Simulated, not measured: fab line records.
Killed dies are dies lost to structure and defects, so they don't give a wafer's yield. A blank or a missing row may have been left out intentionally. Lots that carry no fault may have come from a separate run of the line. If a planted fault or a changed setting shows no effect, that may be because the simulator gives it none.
Chamber matching -- flow gf180mcu -- 4 sister chambers for GF_POLY_GATE_ETCH_13 on rie si-02
The step etches poly-Si in HBr/Cl2, stops on SiO2, target depth 198.5 nm, time 69.6 s. 16 wafers are shown with their chamber, then 8 later ones without.

## WAFERS WITH THEIR CHAMBER
wafer,chamber,drypump motor current A (A),he backside leak sccm (sccm),throttle valve pct (%)
L127.2,0,5.8,2.83,33.689
L127.3,1,5.5,2.71,33.678
L127.5,2,5.2,2.94,33.682
L129.3,3,5.1,2.61,33.711
L129.4,2,5.2,2.95,33.690
L129.6,2,5.2,2.94,33.685
L132.3,3,5.0,2.41,33.687
L132.4,0,5.8,2.98,33.681
L132.5,3,5.1,2.47,33.677
L134.3,0,5.8,3.12,33.694
L134.5,2,5.2,2.87,33.690
L134.6,3,5.1,2.33,33.703
L137.3,2,5.2,2.91,33.686
L137.4,1,5.5,2.71,33.680
L137.5,0,5.8,2.96,33.690
L139.3,1,5.4,2.76,33.676

SIGNATURES (averages over the wafers above)
reading,chamber 0,chamber 1,chamber 2,chamber 3,scatter within a chamber
drypump motor current A,5.800,5.467,5.200,5.075,0.0344
he backside leak sccm,2.9725,2.7267,2.9220,2.4550,0.0867
throttle valve pct,33.68850,33.67800,33.68660,33.69450,0.00842
Rule: for each reading, subtract the chamber's mean from the wafer's reading, divide by that reading's scatter and square the result; add these up over the readings and take the root, which gives the wafer's distance from the chamber. If the next closest chamber is less than 2 further off than the closest, the wafer can't be placed; otherwise it belongs to the closest. How the scatter is found: for the shown wafers, subtract from each reading the mean of its chamber, square and add these, divide the total by (wafers less chambers), then take the root.

## WAFERS MISSING THEIR CHAMBER
wafer,drypump motor current A (A),he backside leak sccm (sccm),throttle valve pct (%)
L139.4,5.8,2.93,33.689
L139.6,5.2,2.93,33.688
L142.4,5.5,2.67,33.676
L142.5,5.8,3.11,33.688
L142.6,5.1,2.41,33.675
L144.3,5.2,2.86,33.683
L144.5,5.5,2.55,33.677
L144.6,5.8,2.88,33.684

## THE CHAMBER EACH PASSED THROUGH
wafer,from the rows above,in truth
L139.4,0,0
L139.6,2,2
L142.4,1,1
L142.5,0,0
L142.6,3,3
L144.3,2,2
L144.5,1,1
L144.6,0,0
8 of 8 placed correctly. Not placeable from these rows: 0. Wrongly placed: 0.
